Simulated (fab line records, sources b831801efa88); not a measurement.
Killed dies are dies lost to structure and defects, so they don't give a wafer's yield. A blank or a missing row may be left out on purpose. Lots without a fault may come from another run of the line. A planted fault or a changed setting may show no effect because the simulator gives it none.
One fault seen from 2 desks | flow sky130 | each desk has only its own numbers; what lay behind them comes last
Where a reading is given only as a bound, like >300, the bound stands for it, and a mean or a difference that rests on one is marked > or <: the true number lies beyond.

THE METROLOGY DESK
What the gauges read, lot by lot, whatever tool the lot ran on: means of the sampled wafers that have a number. A lot is out of limits, marked OUT, if its mean lies more than 4 standard deviations from the usual mean; the brackets give that distance.
Columns: A = METAL4_OVL at SKY_METAL4_OVL_MEAS_14, usual 2 nm; B = METAL5_ALCU_RS at SKY_METAL5_RS_MEAS_05, usual 0.02709 ohm/sq; C = METAL5_ALCU_THK at SKY_METAL5_THK_MEAS_06, usual 1143 nm
lot  | first seen here | A  | B                         | C
L505 | day 41 10:47    | -2 | 0.02701                   | 1154
L506 | day 41 21:23    | 1  | 0.02720                   | 1138
L508 | day 43 07:17    | 7  | 0.02692                   | 1143
L514 | day 44 01:53    | 4  | 0.02681                   | 1167
L517 | day 45 08:54    | 6  | 8.79797 (+99 or more) OUT | <1 (<-88) OUT
L518 | day 45 12:12    | -5 | 8.61847 (+99 or more) OUT | <0 (<-88) OUT
L526 | day 47 07:08    | -0 | 0.02721                   | 1135
L525 | day 47 08:14    | 13 | 0.02677                   | 1152
L527 | day 47 11:09    | -5 | 0.02666                   | 1158
L528 | day 47 13:32    | 7  | 0.02688                   | 1145
This desk's finding: out of limits on L517, L518; first on L517, day 46 08:32 (METAL5_ALCU_RS at SKY_METAL5_RS_MEAS_05). In limits: L505, L506, L508, L514, L526, L525, L527, L528.

THE TOOL OWNER'S DESK: pvd_sputter-03
The tool's own readings at SKY_METAL5_SPUTTER_02 (material AlCu, target thk 1150 nm, time 61.2 s): means of the sampled wafers that have a number, for each lot that ran on this tool. A lot is out of limits, marked OUT, if its mean lies more than 4 standard deviations from the usual mean; the brackets give that distance.
Columns: A = cathode_dc_power_W at SKY_METAL5_SPUTTER_02, usual 10600 W; B = chamber_pressure_pa at SKY_METAL5_SPUTTER_02, usual 0.3999 Pa; C = throttle_valve_pct at SKY_METAL5_SPUTTER_02, usual 30.1 %
lot  | first seen here | A     | B      | C
L505 | day 42 13:28    | 10601 | 0.3991 | 29.3
L526 | day 48 03:52    | 10599 | 0.3996 | 29.8
L525 | day 48 05:26    | 10601 | 0.3995 | 29.8
L527 | day 48 08:43    | 10602 | 0.4011 | 30.0
L528 | day 48 11:44    | 10599 | 0.3999 | 30.4
This desk's finding: nothing out of limits on any of the 5 lots.

PUT TOGETHER
The metrology desk could have raised an alarm at day 46 08:32, on L517, L518.
The tool owner's desk saw nothing out of limits.
The tool owner's desk has no number on record for L517, L518.
Of the lots named, all ran SKY_METAL5_SPUTTER_02 on pvd_sputter-03.

WHAT THE SIMULATOR HAD PUT IN
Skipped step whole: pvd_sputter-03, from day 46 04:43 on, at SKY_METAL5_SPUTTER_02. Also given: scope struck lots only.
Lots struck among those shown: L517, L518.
Hours from the fault's start to each desk's first reading out of limits: the metrology desk, 4.
